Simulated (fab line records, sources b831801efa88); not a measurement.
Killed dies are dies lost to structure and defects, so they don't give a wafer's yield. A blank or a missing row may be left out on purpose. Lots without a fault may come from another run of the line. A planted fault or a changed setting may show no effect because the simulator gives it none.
Chamber matching | flow gf180mcu | GF_V4_CMP_04 on cmp-02: 4 sister chambers
The step polishes SiO2. 8 wafers are shown with their chamber, then 7 later ones without.

WAFERS WITH THEIR CHAMBER
wafer  | chamber | motor_current_A (A) | time_to_endpoint_s (s)
L613.5 | 3       | 11.1                | 74
L617.3 | 2       | 13.2                | 90
L617.4 | 3       | 10.8                | 76
L619.3 | 0       | 11.4                | 97
L619.4 | 1       | 14.0                | 88
L619.6 | 2       | 13.0                | 85
L625.1 | 1       | 13.8                | 83
L625.2 | 0       | 12.4                | 79

WAFERS WITHOUT THEIR CHAMBER
wafer  | motor_current_A (A) | time_to_endpoint_s (s)
L625.3 | 11.2                | 76
L631.1 | 14.2                | 76
L631.4 | 12.0                | 81
L631.6 | 12.7                | 86
L629.2 | 13.5                | 78
L629.3 | 10.7                | 76
L629.5 | 12.8                | 79

WHICH CHAMBER EACH WENT THROUGH
wafer  | from the rows above          | in truth
L625.3 | can't be placed: 3 or 0      | 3
L631.1 | can't be placed: 1 or 2      | 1
L631.4 | can't be placed: 0 or 3 or 2 | 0
L631.6 | can't be placed: 2 or 0      | 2
L629.2 | can't be placed: 1 or 2      | 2
L629.3 | 3                            | 3
L629.5 | can't be placed: 2 or 0 or 1 | 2
Placed correctly: 1 of 7. Can't be placed from these rows: 6 (the true chamber is among the candidates in 6). Placed wrongly: 0.
How it was worked out, from the rows above alone: a wafer's distance from a chamber is the root of the sum, over the readings, of the square of ((its reading less the chamber's mean) divided by the reading's scatter). The wafer belongs to the nearest chamber; if the next one is less than 2 further off, it can't be placed. A chamber's mean is the mean of its shown wafers. The scatter: the root of (the sum of the squares of (reading less its chamber's mean) over the shown wafers, divided by (wafers less chambers)).
